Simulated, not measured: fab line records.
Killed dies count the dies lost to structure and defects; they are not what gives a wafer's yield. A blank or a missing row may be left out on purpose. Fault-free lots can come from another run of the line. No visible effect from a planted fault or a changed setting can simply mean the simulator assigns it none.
Problem report, 8D (eight disciplines) form, completed by code	flow gf180mcu	the parts of the form that need people (team, actions taken, sign-off) are left out

== 1. WHAT IS WRONG ==
beam on s at GF_VT_IMPLANT_IMPLANT_41 reads a mean of 10.96 s on 5 wafers of 2 lots; wafers without a fault read 9.98 s with a standard deviation of 0.2. That is +4.9 standard deviations from the usual mean.
Earliest sighting: wafer L431.2 on implanter-01 at day 13 11:02. The record has a number at this step for 17 wafers belonging to 6 lots. The rule behind "out" and "out of limits": a value lying over 4 standard deviations away from the usual mean. The rest of the wafers with a number are treated as sound.

== 2. WHAT IT IS, AND WHAT IT ISN'T ==
question	is	is not
which readings at this step	beam on s, faraday current uA	-
which lots	L431, L433	L413, L416, L429, L434
which wafers of those lots	all that have a number	-
read on which tools	implanter-01	implanter-02, implanter-03
when	from day 13 11:02	up to then (9 sound wafers); but 3 sound wafers of L434 came after

== 3. THE SUSPECTS, EACH WITH WHAT RULES IT OUT ==
Counting: a tool at a process step up to the reading stays a suspect if it ran every lot that is out and no sound lot after the first of them.
- plasma asher-04 at GF_VT_IMPLANT_STRIP_31 (strips in O2/N2): kept. It processed each lot that is out, first L431 at day 12 14:59, and no sound lot thereafter; up to then, the last sound lot it processed was L429 at day 11 17:58.
- implanter-01 at GF_VT_IMPLANT_IMPLANT_41: kept. It processed each lot that is out, first L431 at day 13 11:02, and no sound lot thereafter; up to then, the last sound lot it processed was L413 at day 8 05:43. Its own beam on s, faraday current uA readings are out on those wafers.
What counting leaves: plasma asher-04 at GF_VT_IMPLANT_STRIP_31 and implanter-01 at GF_VT_IMPLANT_IMPLANT_41.

== 4. THE CAUSE (what the simulator had put in) ==
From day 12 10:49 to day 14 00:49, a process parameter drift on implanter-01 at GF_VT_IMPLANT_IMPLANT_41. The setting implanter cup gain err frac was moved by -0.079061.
2 suspects survive the count, and this tool is in that group.

== 5. SEQUENCE OF EFFECTS, ordered by route ==
Each row: a reading whose mean over the struck wafers that have a number lies more than 3 standard deviations from the usual. Scope: only readings with a usual standard deviation given in the record; hours: median across lots of the time from each lot's start at the first step in this table that gives one to its start at this step; sigmas: change in usual standard deviations.
hours	step	reading	usual	on struck wafers	change	sigmas
0	GF_VT_IMPLANT_IMPLANT_41	beam on s	9.98 s	10.96	+0.98	+4.9
0	GF_VT_IMPLANT_IMPLANT_41	faraday current uA	5.72	5.21	-0.51	-4.7
The process steps in it:
- GF_VT_IMPLANT_IMPLANT_41

== 6. HOW IT WOULD HAVE BEEN CAUGHT EARLIER ==
In this record no reading fell out of limits until day 13 11:02, 24 hours after the fault had begun at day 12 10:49.
